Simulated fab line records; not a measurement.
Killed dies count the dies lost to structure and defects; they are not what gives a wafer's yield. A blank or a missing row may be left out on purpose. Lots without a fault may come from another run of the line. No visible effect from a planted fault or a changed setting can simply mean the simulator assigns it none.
A lot that was struck, set against a sound lot -- flow sky130 -- 15 steps out of a route of 708
Sound: the wafers L664.2, L664.3, L664.6. Struck: wafer L658.3 (L658.1, L658.2, from the same lot, were not struck and are left out); the cause is given at the end.
Each step with rows lists, per side, the tool, then ch with its chambers, then its first start. Under that, the readings that differ: sound wafers -- struck wafers -- difference of the means -- sigmas: that difference in standard deviations of wafers without a fault.
alike: same words and numbers on both sides, and readings whose means sit less than 2 such deviations apart. not compared: any withheld reading, any reading some wafer has no value for, any bound like >300 that may hide the same value, and any number with overlapping values for which the record gives no deviation.
A row with sigmas, a row that says differs or no value, or rows on one side alone: a step with any of these is where the two part. When numbers do not overlap yet have no deviation, they are printed without sigmas and do not part them. A reading that every wafer of one side lacks parts them only if that side has two wafers or more.

SKY_VIA3_STRIP_16: strips in O2/N2.
  sound on plasmaAsher-02 ch 0,1, day 43 11:19; struck on plasmaAsher-03 ch 0, day 42 07:55
  alike: drypumpMotorCurrentA, oesProductAu, stripTimeToEndpointS
  not compared: rfHoursCounterH
then, 3 steps without rows for these wafers: SKY_VIA3_STRIP_17 (strips in post etch residue remover, time 1200 s); SKY_VIA3_CLEAN_18 (cleans in IPA, time 180 s); SKY_VIA3_CLEAN_19 (cleans in O3/DIW).
SKY_VIA3_SPUTTER_20: material TiN, target thk 20 nm, time 80 s.
  sound: pvdSputter-01 at day 43 11:54; struck: pvdSputter-01 at day 42 08:34
  alike: cathodeDcPowerW, throttleValvePct
SKY_VIA3_CVD_21: deposits W, target thk 390 nm, time 117.31 s.
  sound on cvdW-01 ch 0,1, day 43 11:58; struck on cvdW-02 ch 1, day 42 08:37
reading,sound,struck,difference,sigmas
heaterPowerW (W),830 822 778,897,+87,+2
SKY_VIA3_RS_MEAS_22: a four-point-probe measurement.
  sound: filmMetro-03 at day 43 12:06; struck: filmMetro-02 at day 42 08:44
reading,sound,struck,difference,sigmas
VIA3_W_RS (ohm/sq),0.294 0.292 0.285,0.304,+0.014,+2
SKY_VIA3_THK_MEAS_23: measures by xrf.
  sound: filmMetro-03 at day 43 12:13; struck: filmMetro-02 at day 42 08:52
  alike: VIA3_W_THK
then, 1 step without rows for these wafers: SKY_VIA3_CMP_24 (polishes, stops on SiO2, t overpolish 20 s, target thk 0 nm).
SKY_METAL4_SPUTTER_00: material Ti, target thk 15 nm, time 10 s.
  sound: pvdSputter-02 at day 43 12:34; struck: pvdSputter-03 at day 42 09:13
  alike: cathodeDcPowerW, throttleValvePct
then, 2 steps without rows for these wafers: SKY_METAL4_SPUTTER_01 (material TiN, target thk 20 nm, time 16.7 s); SKY_METAL4_SPUTTER_02 (material AlCu, target thk 735 nm, time 39.1 s).
SKY_METAL4_SPUTTER_03: material Ti, target thk 5 nm, time 3.3 s.
  sound: pvdSputter-02 at day 43 12:39; struck: pvdSputter-03 at day 42 09:19
reading,sound,struck,difference,sigmas
cathodeDcPowerW (W),2999.3 2999.7 3000.6,3426.9,+427.0,+99 or more
model.Ti_of_METAL4_SPUTTER_03.thkNm (nm),4.568 4.677 4.765,5.857,+1.187,
  alike: throttleValvePct
SKY_METAL4_SPUTTER_04: material TiN, target thk 70 nm, time 58.3 s.
  sound: pvdSputter-02 at day 43 12:40; struck: pvdSputter-03 at day 42 09:20
  alike: cathodeDcPowerW, throttleValvePct
-- the record jumps here: 6 days lie between the struck wafers' starts before and after (it left off in module METAL4 and takes up again in module PAD_OPEN, whose first step shown is number 708 of the route) --
SKY_PAD_OPEN_PROBE_99:
  sound: prober-02 at day 48 22:23; struck: prober-02 at day 48 01:01
reading,sound,struck,difference,sigmas
killedShort,56 41 45,34,-13,-2
  alike: defectLimitedYield, killed_at_M0_to_M3, killed_at_M4_up, killedAtContacts, killedAtFrontEnd, killedAtOther, killedDies, killedOpen, sort_bin_3_pad_short, sort_bin_5_function, sort_bin_6_memory, sortNPass, sortYieldPct

## WHERE THEY PART
At SKY_VIA3_CVD_21 first; at SKY_PAD_OPEN_PROBE_99 last (within this record only).

WHY: the cause the simulator had injected
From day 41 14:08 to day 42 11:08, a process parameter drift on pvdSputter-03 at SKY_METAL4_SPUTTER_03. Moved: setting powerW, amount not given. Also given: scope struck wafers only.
